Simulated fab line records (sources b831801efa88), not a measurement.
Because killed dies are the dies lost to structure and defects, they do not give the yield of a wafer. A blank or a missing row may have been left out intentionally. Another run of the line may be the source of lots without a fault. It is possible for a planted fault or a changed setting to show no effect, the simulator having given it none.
Comparing a struck lot with a sound one | flow sky130 | 27 steps out of a route of 708
Sound: wafers L460.2, L460.5, L460.6. Struck: wafer L480.1. (L480.2, L480.3 of the same lot were not struck and are left out.) The cause comes at the end.
Order at every step that has rows: each side's tool, ch and its chambers, its first start. Under that, the readings that differ: sound wafers | struck wafers | difference of the means | sigmas: that difference in standard deviations of wafers without a fault.
alike: same words and numbers on both sides, and readings whose means sit less than 2 such deviations apart. not compared: any withheld reading, any reading some wafer has no value for, any bound like >300 that may hide the same value, and any number with overlapping values for which the record gives no deviation.
The two part at a step that has a row with sigmas, a row that says differs or no value, or rows on one side only. Numbers that have no deviation but don't overlap get no sigmas and don't part them. A reading missing from all wafers of one side parts the sides only when that side holds two or more wafers.

first, 2 steps without rows for these wafers: SKY_LDD_LDN_PEB_05; SKY_LDD_LDN_DEVELOP_06 (develop time 60 s).
SKY_LDD_LDN_OVL_MEAS_07:
  sound on overlay-02, day 23 04:32; struck on overlay-01, day 29 16:56
  alike: LDD_LDN_OVL
then, 4 steps without rows for these wafers: SKY_LDD_LDN_IMPLANT_08; SKY_LDD_LDN_IMPLANT_09; SKY_LDD_LDN_IMPLANT_10; SKY_LDD_LDN_IMPLANT_11.
SKY_LDD_LDN_STRIP_12: strips in O2/N2.
  sound on plasmaAsher-02 ch 0,1, day 23 05:10; struck on plasmaAsher-02 ch 1, day 29 17:34
reading                  | sound             | struck | difference | sigmas
stripTimeToEndpointS (s) | 14.17 14.19 14.17 | 14.25  | +0.07      | +2
  alike: drypumpMotorCurrentA, oesProductAu
  not compared: rfHoursCounterH
SKY_LDD_LDN_TW_MEAS_13:
  sound on filmMetro-03, day 23 05:16; struck on filmMetro-03, day 29 17:40
  alike: LDD_LDN_TW
then, 2 steps without rows for these wafers: SKY_LDD_LDN_CLEAN_14 (cleans in SC1/SC2, time 150 s); SKY_SPACER_CVD_00 (deposits Si3N4 from DCS/NH3, target thk 43.1 nm, time 740 s).
SKY_SPACER_THK_MEAS_01:
  sound on filmMetro-01, day 23 06:38; struck on filmMetro-02, day 29 18:59
  alike: SPACER_CVD_00_THK
SKY_SPACER_ETCHBACK_02: etches Si3N4 in CH3F/O2, stops on SiO2, time 46.7 s, target depth 45 nm.
  sound on rieDiel-03 ch 0,1, day 23 06:41; struck on rieDiel-04 ch 1, day 29 19:02
reading                                   | sound             | struck | difference | sigmas
drypumpMotorCurrentA (A)                  | 6.1 5.8 6.1       | 5.1    | -0.9       | -2
model.SiO2_of_SONOS_ONO_CVD_04.thkNm (nm) | 4.164 4.076 3.948 | 1.751  | -2.312     | 
  alike: oesProductAu, throttleValvePct
  not compared: rfHoursCounterH
then, 8 steps without rows for these wafers: SKY_POLY_CUT_DEHYDRATE_00 (time 60 s); SKY_POLY_CUT_HMDS_01 (prime time 60 s); SKY_POLY_CUT_COAT_02 (resist thk 60 nm); SKY_POLY_CUT_COAT_03 (resist thk 450 nm); SKY_POLY_CUT_SOFTBAKE_04 (time 90 s); SKY_POLY_CUT_EXPOSE_05 (exposes mask NPCM, target cd 270 nm); SKY_POLY_CUT_PEB_06; SKY_POLY_CUT_DEVELOP_07 (develop time 60 s).
SKY_POLY_CUT_CD_MEAS_08 targets a cd of 270 nm.
  sound on cdSem-01, day 24 12:52; struck on cdSem-02, day 30 22:27
  alike: cdNm
SKY_POLY_CUT_OVL_MEAS_09:
  sound on overlay-02, day 24 12:58; struck on overlay-01, day 30 22:34
  alike: POLY_CUT_OVL
SKY_POLY_CUT_ETCH_10: etches BARC in N2/H2, stops on SiO2, time 45.9 s, target depth 60 nm.
  sound on rieDiel-04 ch 0,3, day 24 13:00; struck on rieDiel-04 ch 0, day 30 22:36
  alike: drypumpMotorCurrentA, oesProductAu, throttleValvePct
  not compared: rfHoursCounterH
SKY_POLY_CUT_ETCH_11: etches Si3N4 in CF4/CH2F2/Ar, stops on poly-Si, time 42.5 s, target depth 60 nm.
  sound on rieDiel-04 ch 0,3, day 24 13:02; struck on rieDiel-04 ch 0, day 30 22:38
reading                            | sound             | struck | difference | sigmas
oesProductAu (a.u.)                | 0.830 0.829 0.830 | 0.772  | -0.058     | -9
model.POLY_CUT.featureDepthNm (nm) | 62.49 62 61.99    | 54.3   | -7.9       | 
model.etch.depthNm (nm)            | 62.49 62 61.99    | 54.3   | -7.9       | 
  alike: drypumpMotorCurrentA, throttleValvePct
  not compared: rfHoursCounterH
SKY_POLY_CUT_STRIP_12: strips in O2/N2.
  sound on plasmaAsher-01 ch 0,1, day 24 13:05; struck on plasmaAsher-03 ch 1, day 30 22:41
  alike: drypumpMotorCurrentA, oesProductAu, stripTimeToEndpointS
  not compared: rfHoursCounterH
-- here the record skips 19 days between the struck wafers' starts before and after, leaving off in module POLY_CUT and picking up in module PAD_OPEN (first step shown: number 708 of the route) --
SKY_PAD_OPEN_PROBE_99:
  sound on prober-02, day 45 23:31; struck on prober-02, day 50 04:44
reading                             | sound             | struck | difference | sigmas
model.etest.pfet_01v8.rOnOhmUm      | 2880 2949 2904    | 2822   | -89        | 
model.etest.pfetG5v0d10v5.rOnOhmUm  | 4758 4760 4715    | 4692   | -52        | 
model.etest.nfetG5v0d10v5.rOnOhmUm  | 1876 1913 1900    | 1846   | -50        | 
model.etest.resPdiff.lineOhmUm      | 1365 1369 1394    | 1337   | -39        | 
model.etest.sonosUncharged.rOnOhmUm | 811.8 809.6 801.6 | 772    | -36        | 
model.etest.pfet_01v8.driveUaUm     | 192.5 187.9 191.2 | 199.5  | +9.0       | 
model.etest.sramPfetLatch.driveUaUm | 141.2 142.4 142.8 | 149.3  | +7.2       | 
model.etest.pfet_01v8_hvt.driveUaUm | 142.2 140.3 143.6 | 147.9  | +5.9       | 

## WHERE THEY PART
Last at SKY_POLY_CUT_ETCH_11 as far as this record goes, first at SKY_LDD_LDN_STRIP_12. Later steps at which nothing parts them and some readings are alike: SKY_POLY_CUT_STRIP_12.

WHY: the cause the simulator had injected
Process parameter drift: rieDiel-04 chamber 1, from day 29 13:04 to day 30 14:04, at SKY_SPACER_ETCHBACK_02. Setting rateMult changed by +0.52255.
